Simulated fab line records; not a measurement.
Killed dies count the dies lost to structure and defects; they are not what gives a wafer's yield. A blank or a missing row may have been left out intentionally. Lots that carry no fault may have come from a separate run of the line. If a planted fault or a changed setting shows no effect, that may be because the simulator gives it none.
A single fault, viewed from 2 desks || flow gf180mcu || each desk has only its own numbers; what lay behind them comes last

AT THE TOOL OWNER'S DESK: cmp-01
The tool's own readings at GF_V5_CMP_26 (polishes, stops on SiO2, t overpolish 15 s, target thk 0 nm): means of the sampled wafers that have a number, for each lot that ran on this tool. Marked OUT: a lot whose mean sits more than 4 standard deviations from the usual mean, which makes it out of limits; the brackets give that distance.
Columns: A = edge zone pressure frac at GF_V5_CMP_26, usual 1.000; B = head pressure psi at GF_V5_CMP_26, usual 3.501 psi; C = motor current A at GF_V5_CMP_26, usual 11.3 A; D = overpolish run s at GF_V5_CMP_26, usual 15.001 s; E = time to endpoint s at GF_V5_CMP_26, usual 86 s
{"lot": "L856", "first seen here": "day 27 12:13", "A": 1.005, "B": 3.506, "C": 12.3, "D": 14.996, "E": 91}
{"lot": "L857", "first seen here": "day 27 21:38", "A": 1.001, "B": 3.503, "C": 11.8, "D": 15.000, "E": 86}
{"lot": "L859", "first seen here": "day 28 11:06", "A": 1.004, "B": 3.503, "C": 12.2, "D": 15.009, "E": 88}
{"lot": "L862", "first seen here": "day 29 07:26", "A": 1.002, "B": 3.492, "C": 11.8, "D": 15.003, "E": 90}
{"lot": "L876", "first seen here": "day 33 04:05", "A": 0.997, "B": 3.498, "C": 11.7, "D": 15.001, "E": 85}
This desk's verdict: no lot among the 5 shows anything out of limits.

THE METROLOGY DESK
What the gauges read for every lot (on any tool): the sampled wafers with a number, averaged. Marked OUT: a lot whose mean sits more than 4 standard deviations from the usual mean, which makes it out of limits; the brackets give that distance.
Columns: A = cd nm at GF_V3_CD_MEAS_14, usual 260.0 nm
{"lot": "L856", "first seen here": "day 22 16:50", "A": 260.9}
{"lot": "L857", "first seen here": "day 23 03:04", "A": 257.8}
{"lot": "L859", "first seen here": "day 23 17:42", "A": 261.7}
{"lot": "L861", "first seen here": "day 24 12:50", "A": 258.2}
{"lot": "L862", "first seen here": "day 24 18:48", "A": 258.3}
{"lot": "L867", "first seen here": "day 26 11:56", "A": 260.4}
{"lot": "L866", "first seen here": "day 26 13:16", "A": 261.3}
{"lot": "L868", "first seen here": "day 26 21:47", "A": 260.2}
{"lot": "L869", "first seen here": "day 27 06:08", "A": 258.4}
{"lot": "L876", "first seen here": "day 29 05:32", "A": 260.8}
{"lot": "L877", "first seen here": "day 29 15:11", "A": 259.9}
{"lot": "L878", "first seen here": "day 29 17:33", "A": 259.3}
This desk's verdict: no lot among the 12 shows anything out of limits.

ALL TOGETHER
Nothing out of limits was seen by the tool owner's desk.
The metrology desk saw nothing out of limits.

WHAT THE SIMULATOR HAD PUT IN
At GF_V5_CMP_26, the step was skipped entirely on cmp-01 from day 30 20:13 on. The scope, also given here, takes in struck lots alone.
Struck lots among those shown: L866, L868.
